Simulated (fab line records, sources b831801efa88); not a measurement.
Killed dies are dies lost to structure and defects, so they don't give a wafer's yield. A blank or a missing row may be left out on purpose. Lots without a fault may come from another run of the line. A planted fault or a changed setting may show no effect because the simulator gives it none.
Which tool did it? | flow sky130 | 12 lots, 36 wafers sampled, at 4 steps of a route of 708

WHAT THE GAUGES READ, wafer by wafer
SKY_METAL4_OVL_MEAS_14.
lot  | measured     | on         | METAL4_OVL (nm)
L928 | day 42 05:14 | overlay-01 | -6 -6 2
L930 | day 42 17:47 | overlay-01 | -8 -3 -6
L931 | day 43 01:23 | overlay-01 | 17 0 12
L932 | day 43 06:02 | overlay-02 | 9 -2 -2
L933 | day 43 10:41 | overlay-01 | 8 7 9
L935 | day 44 12:09 | overlay-02 | -6 0 -4
L936 | day 44 13:35 | overlay-01 | -4 -3 -5
L937 | day 44 20:17 | overlay-02 | 9 7 7
L939 | day 45 16:47 | overlay-02 | -3 0 -2
L942 | day 46 03:05 | overlay-02 | -1 -10 -4
L947 | day 47 10:08 | overlay-01 | 5 6 11
L951 | day 48 11:36 | overlay-01 | -3 -8 6

SKY_VIA4_THK_MEAS_01.
lot  | measured     | on            | VIA4_HDPCVD_THK (nm)
L928 | day 42 06:55 | film_metro-02 | 1761 1774 1769
L930 | day 42 19:01 | film_metro-04 | 1752 1775 1776
L931 | day 43 02:31 | film_metro-02 | 1731 1772 1746
L932 | day 43 07:11 | film_metro-04 | 1741 1765 1746
L933 | day 43 11:49 | film_metro-04 | 1753 1754 1733
L935 | day 44 13:42 | film_metro-04 | 1743 1738 1747
L936 | day 44 14:43 | film_metro-01 | 1759 1778 1753
L937 | day 44 21:29 | film_metro-04 | 1761 1769 1773
L939 | day 45 17:55 | film_metro-01 | 1777 2591 1777
L942 | day 46 04:14 | film_metro-04 | 1771 2567 2580
L947 | day 47 11:21 | film_metro-01 | 1756 1751 1749
L951 | day 48 12:46 | film_metro-01 | 1747 1760 1737

SKY_PASSIVATION_THK_MEAS_01.
lot  | measured     | on            | PASSIVATION_CVD_00_THK (nm)
L928 | day 44 07:33 | film_metro-04 | 87.8 87.0 88.7
L930 | day 44 18:25 | film_metro-03 | 88.9 88.9 90.8
L931 | day 45 03:10 | film_metro-04 | 89.2 89.7 89.4
L932 | day 45 06:16 | film_metro-03 | 89.3 90.7 91.2
L933 | day 45 09:37 | film_metro-02 | 88.9 89.9 89.8
L935 | day 46 11:09 | film_metro-03 | 88.3 88.6 90.0
L936 | day 46 12:40 | film_metro-03 | 90.1 89.9 89.8
L937 | day 46 17:38 | film_metro-03 | 89.0 90.1 90.2
L939 | day 47 13:53 | film_metro-04 | 89.4 90.9 90.4
L942 | day 47 22:42 | film_metro-03 | 88.3 89.3 90.1
L947 | day 49 05:17 | film_metro-03 | 90.0 92.7 91.9
L951 | day 50 04:26 | film_metro-03 | 93.0 90.7 90.1

WHICH TOOL RAN EACH LOT (tool, then ch and the chambers of the sampled wafers, then the start)
lot  | SKY_VIA4_HDPCVD_00
L928 | hdpcvd-01 ch 0,1,2, day 42 06:44
L930 | hdpcvd-01 ch 0,2, day 42 18:44
L931 | hdpcvd-02 ch 0,1,2, day 43 02:20
L932 | hdpcvd-01 ch 0,1, day 43 06:59
L933 | hdpcvd-02 ch 0,2, day 43 11:38
L935 | hdpcvd-02 ch 0,1,2, day 44 13:35
L936 | hdpcvd-01 ch 0,2, day 44 14:32
L937 | hdpcvd-01 ch 0,2, day 44 21:19
L939 | hdpcvd-01 ch 1,2, day 45 17:44
L942 | hdpcvd-01 ch 1,2, day 46 04:02
L947 | hdpcvd-02 ch 0,1,2, day 47 11:10
L951 | hdpcvd-02 ch 0,1,2, day 48 12:39
- SKY_VIA4_HDPCVD_00: deposits SiO2, target thk 1750 nm, time 291.7 s.

WHAT THE TOOLS THEMSELVES READ (means of the sampled wafers that have a number; where no wafer has one, the mark that the record gives instead)
SKY_VIA4_HDPCVD_00.
lot  | tool      | susceptor_temp_C (C)
L928 | hdpcvd-01 | 399.88
L930 | hdpcvd-01 | 399.86
L931 | hdpcvd-02 | 400.15
L932 | hdpcvd-01 | 400.15
L933 | hdpcvd-02 | 400.21
L935 | hdpcvd-02 | 399.96
L936 | hdpcvd-01 | 400.08
L937 | hdpcvd-01 | 399.70
L939 | hdpcvd-01 | 399.92
L942 | hdpcvd-01 | 399.97
L947 | hdpcvd-02 | 400.02
L951 | hdpcvd-02 | 400.24

THE ANSWER, worked out from the rows above alone
Rule: what is usual is taken from the lots themselves. Put in order of their means at a reading, lots are off if they are a third of the lots or fewer, leave a main group of 4 or more, and stand apart from it by a gap of 3 or more times the standard deviation of the main group's means; of several such gaps the widest counts. A main group whose means are all the same, to the digits that the tables above print for the reading, isn't used. A lot without any number at a reading at which 4 lots or more have one is off too. The other lots that the step has rows for count as sound. The gauges are gone through in route order, then the tools' own readings, and for those a lot's mean is taken as printed above. The first step at which some lot is off is used, and at that step the reading that is off furthest; a lot without a number counts as furthest.
Off: L939, L942, at SKY_VIA4_THK_MEAS_01 (VIA4_HDPCVD_THK). The main group: mean 1756 nm, standard deviation 9.4.
A tool fits if, at a process step before that reading, it ran every lot that is off, and no sound lot after the first of them. The gauges at SKY_VIA4_THK_MEAS_01 are tried like those tools. One fits: hdpcvd-01 at SKY_VIA4_HDPCVD_00. Its last sound lot is L937 (day 44 21:19), its first lot that is off L939 (day 45 17:44): a fault that began between those two fits.

WHAT THE SIMULATOR HAD PUT IN
Process parameter drift: hdpcvd-01, from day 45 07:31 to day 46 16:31, at SKY_VIA4_HDPCVD_00. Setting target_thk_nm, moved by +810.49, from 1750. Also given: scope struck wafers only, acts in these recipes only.
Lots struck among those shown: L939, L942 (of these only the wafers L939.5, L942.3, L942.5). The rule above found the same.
